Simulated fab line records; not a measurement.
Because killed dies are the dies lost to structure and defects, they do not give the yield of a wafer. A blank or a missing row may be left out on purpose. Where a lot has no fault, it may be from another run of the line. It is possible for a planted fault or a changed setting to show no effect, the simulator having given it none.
Code-filled problem report in 8D (eight disciplines) form	flow sfq-line	the parts of the form that need people (team, actions taken, sign-off) are left out

== 1. WHAT WENT WRONG ==
Mean R5_MONX_RS at SFQ_R5_RS_MEAS_933: 8.86 ohm/sq over 3 wafers in 2 lots; fault-free wafers: 7.05 ohm/sq, standard deviation 0.12. That is +15 standard deviations from the usual mean.
The step: measures by four-point-probe.
Seen first at day 54 21:52 on film-metro-02, wafer L621.4. The record has a number at this step for 42 wafers belonging to 14 lots. Rule for "out", or "out of limits": more than 4 standard deviations from the usual mean. All remaining wafers that have a number are taken as sound.

== 2. WHAT THIS IS AND IS NOT ==
question	is	is not
which readings at this step	R5_MONX_RS	-
which lots	L621, L623	L603, L604, L605, L606, L607, L608, L609, L610, L611, L613, L624, L625
which wafers of those lots	L621.4, L623.1, L623.4	L621.2, L621.6, L623.5
read on which gauges	film-metro-02	film-metro-01, film-metro-03
when	from day 54 21:52	up to then (32 sound wafers); but 7 sound wafers of L623, L624, L625 came after

== 3. SUSPECTS, AND WHAT RULES EACH OUT ==
Counting: any tool at a process step up to the reading remains a suspect provided it ran every lot that is out. Sound lots after the first of them don't rule it out here, since some wafers of a struck lot are sound.
- the gauge at SFQ_R5_RS_MEAS_933: kept. All the wafers that are out were read on film-metro-02, and no step on other tools shows them out.
- pvd-sputter-04 at SFQ_TRILAYER_R5_DEP_SPUTTER_133 (material MoNx, target thk 40 nm, time 66.7 s): kept. It ran every lot that is out, first L621 (day 54 21:47); its last sound lot up to then is L604 (day 48 21:44).
The count leaves film-metro-02 at SFQ_R5_RS_MEAS_933 and pvd-sputter-04 at SFQ_TRILAYER_R5_DEP_SPUTTER_133.

== 4. THE CAUSE (what the simulator had put in) ==
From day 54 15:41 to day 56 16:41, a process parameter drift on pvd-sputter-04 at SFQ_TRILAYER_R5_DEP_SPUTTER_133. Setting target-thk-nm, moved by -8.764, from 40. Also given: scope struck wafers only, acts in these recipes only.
After counting, 2 suspects remain, this tool included.

== 5. SEQUENCE OF EFFECTS, ordered by route ==
One row per reading whose mean, taken over the struck wafers that have a number, lies over 3 standard deviations from the usual. Only readings whose record carries a usual standard deviation are examined. hours: median over the lots of the time between each lot's start at the first step of this table that gives one and its start at this step. sigmas: the change, counted in usual standard deviations.
hours	step	reading	usual	on struck wafers	change	sigmas
0	SFQ_R5_RS_MEAS_933	R5_MONX_RS	7.05 ohm/sq	8.86	+1.81	+15
0	SFQ_R5_THK_MEAS_934	R5_MONX_THK	39.2 nm	30.8	-8.4	-12
Later steps that measure or inspect, where all struck wafers having a row at the step show a number for every such reading and not one has moved that far: SFQ_R5_OVL_MEAS_935.

== 6. WHAT WOULD HAVE CAUGHT IT SOONER ==
In this record the first reading out of limits at a measuring or inspecting step was taken at day 54 21:52, 6 hours after the fault began at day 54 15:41.
Tool readings at SFQ_TRILAYER_R5_DEP_SPUTTER_133 with a usual standard deviation given in the record: none out on any struck wafer, hence no alarm at a limit of 4 standard deviations on them.
L623, from the lots that are out (2), started SFQ_TRILAYER_R5_DEP_SPUTTER_133 on pvd-sputter-04 later than day 54 21:52. A tool hold placed at that time would have kept it from harm.
